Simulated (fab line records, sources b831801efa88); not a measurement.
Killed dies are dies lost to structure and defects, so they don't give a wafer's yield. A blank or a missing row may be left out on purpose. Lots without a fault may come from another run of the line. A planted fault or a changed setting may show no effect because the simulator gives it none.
One fault seen from 2 desks | flow sky130 | each desk has only its own numbers; what lay behind them comes last

THE METROLOGY DESK
What the gauges read, lot by lot, whatever tool the lot ran on: means of the sampled wafers that have a number. A lot is out of limits, marked OUT, if its mean lies more than 4 standard deviations from the usual mean; the brackets give that distance.
Columns: A = POLY_CUT_OVL at SKY_POLY_CUT_OVL_MEAS_09, usual -5 nm
lot  | first seen here | A
L755 | day 24 08:46    | -8
L757 | day 24 22:11    | -7
L758 | day 25 05:22    | -3
L764 | day 27 11:38    | 3
L765 | day 27 22:29    | 2
L766 | day 28 05:13    | -5
L770 | day 29 13:55    | -13
L771 | day 31 01:02    | -7
L774 | day 31 04:44    | 4
L773 | day 31 11:31    | -11
L776 | day 31 16:16    | 6
L777 | day 31 22:53    | -16
L778 | day 32 09:47    | -8
This desk's finding: nothing out of limits on any of the 13 lots.

THE TOOL OWNER'S DESK: hdpcvd-01
The tool's own readings at SKY_LI_CONTACT_HDPCVD_00 (deposits PSG, target thk 930 nm, time 155 s): means of the sampled wafers that have a number, for each lot that ran on this tool. A lot is out of limits, marked OUT, if its mean lies more than 4 standard deviations from the usual mean; the brackets give that distance.
Columns: A = run_length_s at SKY_LI_CONTACT_HDPCVD_00, usual 182.8 s
lot  | first seen here | A
L755 | day 28 02:10    | 183.0
L764 | day 31 01:06    | 177.8 (-9.5) OUT
L765 | day 31 10:20    | 180.3 (-4.6) OUT
L766 | day 31 18:22    | 181.1
L776 | day 35 01:04    | 183.1
L777 | day 35 07:58    | 183.3
L778 | day 35 17:44    | 183.0
This desk's finding: out of limits on L764, L765; first on L764, day 31 01:06 (run_length_s at SKY_LI_CONTACT_HDPCVD_00). In limits: L755, L766, L776, L777, L778.

PUT TOGETHER
The tool owner's desk could have raised an alarm at day 31 01:06, on L764, L765.
The metrology desk saw nothing out of limits.
The metrology desk has L764, L765 on record, within its limits.
Of the lots named, all ran SKY_LI_CONTACT_HDPCVD_00 on hdpcvd-01.

WHAT THE SIMULATOR HAD PUT IN
Process parameter drift: hdpcvd-01, from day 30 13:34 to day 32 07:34, at SKY_LI_CONTACT_HDPCVD_00. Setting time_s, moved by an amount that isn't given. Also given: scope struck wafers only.
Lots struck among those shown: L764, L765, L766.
Hours from the fault's start to each desk's first reading out of limits: the tool owner's desk, 12.
